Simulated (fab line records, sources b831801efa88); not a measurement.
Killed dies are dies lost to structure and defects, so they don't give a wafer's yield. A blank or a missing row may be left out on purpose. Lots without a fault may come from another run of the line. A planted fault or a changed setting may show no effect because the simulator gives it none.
Which tool did it? | flow sky130 | 13 lots, 39 wafers sampled, at 3 steps of a route of 708

WHAT THE GAUGES READ, wafer by wafer
SKY_FIELD_ISO_THK_MEAS_25. Usual: FIELD_ISO_CVD_24_THK 596 nm, standard deviation 5.7.
lot  | measured    | on            | FIELD_ISO_CVD_24_THK (nm) | flag
L466 | day 2 06:43 | film_metro-02 | 594 593 588               |
L467 | day 2 14:20 | film_metro-02 | 596 592 594               |
L471 | day 3 08:39 | film_metro-02 | 593 590 596               |
L476 | day 4 11:19 | film_metro-01 | 595 589 593               |
L477 | day 4 19:31 | film_metro-01 | 598 597 590               |
L478 | day 4 21:01 | film_metro-02 | 600 595 599               |
L480 | day 5 06:44 | film_metro-01 | 599 603 593               |
L481 | day 5 15:05 | film_metro-04 | 593 586 597               |
L482 | day 5 18:28 | film_metro-04 | 604 598 598               |
L483 | day 5 22:28 | film_metro-01 | 594 596 589               |
L484 | day 6 04:42 | film_metro-04 | 592 593 593               |
L486 | day 6 15:09 | film_metro-02 | 585 591 592               |
L488 | day 7 03:08 | film_metro-01 | 593 590 591               |

WHICH TOOL RAN EACH LOT (tool, then ch and the chambers of the sampled wafers, then the start)
lot  | SKY_FIELD_ISO_ETCH_14             | SKY_FIELD_ISO_WET_ETCH_21
L466 | rie_diel-02 ch 0,2,3, day 2 04:51 | wet_bench-01 ch 0, day 2 05:17
L467 | rie_diel-01 ch 0,1, day 2 12:05   | wet_bench-03 ch 0, day 2 12:31
L471 | rie_diel-01 ch 1,2, day 3 06:38   | wet_bench-01 ch 1, day 3 07:03
L476 | rie_diel-02 ch 0,3, day 4 09:26   | wet_bench-02 ch 1, day 4 09:52
L477 | rie_diel-02 ch 0,3, day 4 16:05   | wet_bench-01 ch 3, day 4 16:32
L478 | rie_diel-01 ch 0,2,3, day 4 18:59 | wet_bench-01 ch 2, day 4 19:24
L480 | rie_diel-02 ch 1,2, day 5 04:06   | wet_bench-03 ch 3, day 5 04:32
L481 | rie_diel-01 ch 0,2,3, day 5 12:50 | wet_bench-03 ch 1, day 5 13:15
L482 | rie_diel-01 ch 0,1,3, day 5 16:14 | wet_bench-01 ch 0, day 5 16:40
L483 | rie_diel-03 ch 0,2,3, day 5 20:36 | wet_bench-01 ch 0, day 5 21:02
L484 | rie_diel-02 ch 1,2,3, day 6 02:50 | wet_bench-01 ch 0, day 6 03:16
L486 | rie_diel-01 ch 0,1,2, day 6 12:53 | wet_bench-01 ch 3, day 6 13:19
L488 | rie_diel-03 ch 1,2, day 7 01:15   | wet_bench-01 ch 2, day 7 01:41
- SKY_FIELD_ISO_ETCH_14: etches BARC in N2/H2, stops on SiO2, time 45.9 s, target depth 60 nm.
- SKY_FIELD_ISO_WET_ETCH_21: etches SiO2 in dHF, target depth 20 nm, time 400 s.

WHAT THE TOOLS THEMSELVES READ (means of the sampled wafers that have a number; where no wafer has one, the mark that the record gives instead)
SKY_FIELD_ISO_ETCH_14. Usual: bias_w 100.0 W, standard deviation 0.31; chamber_pressure_mTorr 29.997 mTorr, standard deviation 0.029; drypump_motor_current_A 5.9 A, standard deviation 0.4; oes_product_au 0.855 a.u., standard deviation 0.005; throttle_valve_pct 13.223 %, standard deviation 0.0094.
lot  | tool        | bias_w (W) | chamber_pressure_mTorr (mTorr) | drypump_motor_current_A (A) | oes_product_au (a.u.) | throttle_valve_pct (%) | flag
L466 | rie_diel-02 | 99.7       | 29.996                         | 5.9                         | 0.850                 | 13.220                 |
L467 | rie_diel-01 | 99.8       | 30.002                         | 5.7                         | 0.857                 | 13.221                 |
L471 | rie_diel-01 | 100.2      | 30.018                         | 5.7                         | 0.854                 | 13.225                 |
L476 | rie_diel-02 | 99.7       | 30.004                         | 6.0                         | 0.854                 | 13.219                 |
L477 | rie_diel-02 | 100.0      | 29.996                         | 6.0                         | 0.859                 | 13.225                 |
L478 | rie_diel-01 | 100.1      | 30.008                         | 6.0                         | 0.857                 | 13.218                 |
L480 | rie_diel-02 | 100.3      | 30.002                         | 5.6                         | 0.854                 | 13.221                 |
L481 | rie_diel-01 | 100.2      | 29.980                         | 6.0                         | 0.856                 | 13.224                 |
L482 | rie_diel-01 | 100.0      | 29.986                         | 5.8                         | 0.853                 | 13.220                 |
L483 | rie_diel-03 | 99.7       | 30.008                         | 6.0                         | 0.856                 | 13.229                 |
L484 | rie_diel-02 | 100.1      | 29.987                         | 5.7                         | 0.854                 | 13.228                 |
L486 | rie_diel-01 | 100.0      | 29.957                         | 5.8                         | 0.852                 | 13.217                 |
L488 | rie_diel-03 | 100.0      | 30.000                         | 5.5                         | 0.853                 | 13.223                 |

SKY_FIELD_ISO_WET_ETCH_21. Usual: bath_heat_duty_pct 6.2 %, standard deviation 1.1; run_length_s 429 s, standard deviation 3.6.
lot  | tool         | bath_heat_duty_pct (%) | run_length_s (s) | flag
L466 | wet_bench-01 | 7.9                    | 433              |
L467 | wet_bench-03 | 4.9                    | 432              |
L471 | wet_bench-01 | 6.8                    | 433              |
L476 | wet_bench-02 | -                      | -                | OFF
L477 | wet_bench-01 | -                      | -                | OFF
L478 | wet_bench-01 | -                      | -                | OFF
L480 | wet_bench-03 | 6.4                    | 431              |
L481 | wet_bench-03 | 4.9                    | 424              |
L482 | wet_bench-01 | 8.4                    | 425              |
L483 | wet_bench-01 | 8.5                    | 433              |
L484 | wet_bench-01 | 8.0                    | 425              |
L486 | wet_bench-01 | 5.2                    | 426              |
L488 | wet_bench-01 | 5.8                    | 433              |

THE ANSWER, worked out from the rows above alone
Rule: a lot is off if the mean of its wafers that have a number lies more than 3 standard deviations from the usual mean. A lot without any number at a reading at which 4 lots or more have one is off too. The other lots that the step has rows for count as sound. The gauges are gone through in route order, then the tools' own readings, and for those a lot's mean is taken as printed above. The first step at which some lot is off is used, and at that step the reading that is off furthest; a lot without a number counts as furthest.
Off: L476, L477, L478, at SKY_FIELD_ISO_WET_ETCH_21 (bath_heat_duty_pct). Without a number there: L476, L477, L478.
A tool fits if, at that step or a process step before it, it ran every lot that is off, and no sound lot after the first of them. None of those tried fits.

WHAT THE SIMULATOR HAD PUT IN
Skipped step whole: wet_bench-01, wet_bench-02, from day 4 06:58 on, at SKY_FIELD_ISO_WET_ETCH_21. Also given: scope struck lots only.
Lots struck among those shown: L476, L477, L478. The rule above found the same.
